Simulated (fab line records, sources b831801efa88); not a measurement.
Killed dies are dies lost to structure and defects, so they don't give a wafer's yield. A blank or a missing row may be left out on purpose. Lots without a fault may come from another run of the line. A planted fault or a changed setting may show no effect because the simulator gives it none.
Which tool did it? | flow sky130 | 11 lots, 33 wafers sampled, at 4 steps of a route of 708

WHAT THE GAUGES READ, wafer by wafer
SKY_CONTACT_RS_MEAS_25: measures by four-point-probe.
lot  | measured     | on            | CONTACT_W_RS (ohm/sq)
L787 | day 31 23:00 | film_metro-01 | 0.342 0.339 0.344
L790 | day 32 16:02 | film_metro-01 | 0.345 0.342 0.340
L792 | day 33 09:37 | film_metro-04 | 0.344 0.341 0.340
L793 | day 33 18:19 | film_metro-04 | 0.343 0.344 0.340
L797 | day 34 23:30 | film_metro-04 | 0.333 0.322 0.327
L802 | day 36 15:43 | film_metro-04 | 0.342 0.340 0.235
L803 | day 36 22:22 | film_metro-02 | 0.342 0.240 0.341
L804 | day 37 00:59 | film_metro-01 | 0.340 0.328 0.325
L805 | day 37 02:17 | film_metro-01 | 0.343 0.236 0.235
L808 | day 38 04:13 | film_metro-01 | 0.340 0.326 0.324
L809 | day 38 12:50 | film_metro-01 | 0.338 0.328 0.337

SKY_CONTACT_THK_MEAS_26: measures by xrf.
lot  | measured     | on            | CONTACT_W_THK (nm)
L787 | day 31 23:07 | film_metro-01 | 328 331 324
L790 | day 32 16:09 | film_metro-01 | 326 330 332
L792 | day 33 09:43 | film_metro-04 | 327 329 331
L793 | day 33 18:25 | film_metro-04 | 328 326 331
L797 | day 34 23:37 | film_metro-04 | 340 352 345
L802 | day 36 15:48 | film_metro-04 | 337 333 482
L803 | day 36 22:28 | film_metro-02 | 327 461 330
L804 | day 37 01:07 | film_metro-01 | 327 340 342
L805 | day 37 02:25 | film_metro-01 | 326 468 471
L808 | day 38 04:20 | film_metro-01 | 332 347 347
L809 | day 38 12:56 | film_metro-01 | 337 344 336

WHICH TOOL RAN EACH LOT (tool, then ch and the chambers of the sampled wafers, then the start)
lot  | SKY_VT_ADJUST_NCORE_STRIP_10         | SKY_CONTACT_CVD_24
L787 | plasma_asher-01 ch 0,1, day 8 23:32  | cvd_w-02 ch 1, day 31 22:53
L790 | plasma_asher-01 ch 0,1, day 9 13:33  | cvd_w-02 ch 0,1, day 32 15:55
L792 | plasma_asher-04 ch 0,1, day 10 03:17 | cvd_w-02 ch 0,1, day 33 09:31
L793 | plasma_asher-01 ch 0,1, day 10 10:31 | cvd_w-02 ch 0,1, day 33 18:13
L797 | plasma_asher-04 ch 0,1, day 11 09:44 | cvd_w-01 ch 0,1, day 34 23:23
L802 | plasma_asher-04 ch 0,1, day 13 04:13 | cvd_w-02 ch 0,1, day 36 15:35
L803 | plasma_asher-03 ch 0,1, day 13 06:05 | cvd_w-02 ch 0,1, day 36 22:16
L804 | plasma_asher-01 ch 0,1, day 13 09:26 | cvd_w-01 ch 0,1, day 37 00:53
L805 | plasma_asher-03 ch 0,1, day 13 16:09 | cvd_w-02 ch 0,1, day 37 02:11
L808 | plasma_asher-01 ch 0,1, day 14 15:29 | cvd_w-01 ch 0,1, day 38 04:06
L809 | plasma_asher-04 ch 0,1, day 15 00:28 | cvd_w-01 ch 0,1, day 38 12:43
- SKY_VT_ADJUST_NCORE_STRIP_10: strips in O2/N2.
- SKY_CONTACT_CVD_24: deposits W, target thk 340 nm, time 102.12 s.

WHAT THE TOOLS THEMSELVES READ (means of the sampled wafers that have a number; where no wafer has one, the mark that the record gives instead)
SKY_VT_ADJUST_NCORE_STRIP_10.
lot  | tool            | drypump_motor_current_A (A) | n2_flow_sccm (sccm) | o2_flow_sccm (sccm) | oes_product_au (a.u.) | strip_time_to_endpoint_s (s)
L787 | plasma_asher-01 | 5.63                        | 299.3               | 2989                | 0.716                 | 14.15
L790 | plasma_asher-01 | 5.82                        | 300.0               | 2997                | 0.713                 | 14.24
L792 | plasma_asher-04 | 5.76                        | 298.7               | 3006                | 0.710                 | 14.19
L793 | plasma_asher-01 | 5.62                        | 300.2               | 3007                | 0.712                 | 14.22
L797 | plasma_asher-04 | 5.76                        | 299.6               | 3001                | 0.715                 | 14.16
L802 | plasma_asher-04 | 5.73                        | 301.0               | 3005                | 0.720                 | 14.19
L803 | plasma_asher-03 | 6.14                        | 300.4               | 3003                | 0.714                 | 14.15
L804 | plasma_asher-01 | 5.82                        | 300.8               | 2989                | 0.714                 | 14.16
L805 | plasma_asher-03 | 6.03                        | 300.9               | 2999                | 0.713                 | 14.19
L808 | plasma_asher-01 | 5.82                        | 299.9               | 3008                | 0.715                 | 14.20
L809 | plasma_asher-04 | 5.79                        | 298.7               | 3001                | 0.716                 | 14.26

SKY_CONTACT_CVD_24.
lot  | tool     | heater_power_w (W)
L787 | cvd_w-02 | 964
L790 | cvd_w-02 | 817
L792 | cvd_w-02 | 901
L793 | cvd_w-02 | 832
L797 | cvd_w-01 | 841
L802 | cvd_w-02 | 896
L803 | cvd_w-02 | 911
L804 | cvd_w-01 | 850
L805 | cvd_w-02 | 805
L808 | cvd_w-01 | 846
L809 | cvd_w-01 | 869

THE ANSWER, worked out from the rows above alone
Rule: what is usual is taken from the lots themselves. Put in order of their means at a reading, lots are off if they are a third of the lots or fewer, leave a main group of 4 or more, and stand apart from it by a gap of 3 or more times the standard deviation of the main group's means; of several such gaps the widest counts. A main group whose means are all the same, to the digits that the tables above print for the reading, isn't used. A lot without any number at a reading at which 4 lots or more have one is off too. The other lots that the step has rows for count as sound. The gauges are gone through in route order, then the tools' own readings, and for those a lot's mean is taken as printed above. The first step at which some lot is off is used, and at that step the reading that is off furthest; a lot without a number counts as furthest.
Off: L802, L803, L805, at SKY_CONTACT_RS_MEAS_25 (CONTACT_W_RS). The main group: mean 0.336 ohm/sq, standard deviation 0.0059.
A tool fits if, at a process step before that reading, it ran every lot that is off, and no sound lot after the first of them. The gauges at SKY_CONTACT_RS_MEAS_25 are tried like those tools. One fits: cvd_w-02 at SKY_CONTACT_CVD_24. Its last sound lot is L793 (day 33 18:13), its first lot that is off L802 (day 36 15:35): a fault that began between those two fits.

WHAT THE SIMULATOR HAD PUT IN
Process parameter drift: cvd_w-02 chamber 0, from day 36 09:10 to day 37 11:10, at SKY_CONTACT_CVD_24. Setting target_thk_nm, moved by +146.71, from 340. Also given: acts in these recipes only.
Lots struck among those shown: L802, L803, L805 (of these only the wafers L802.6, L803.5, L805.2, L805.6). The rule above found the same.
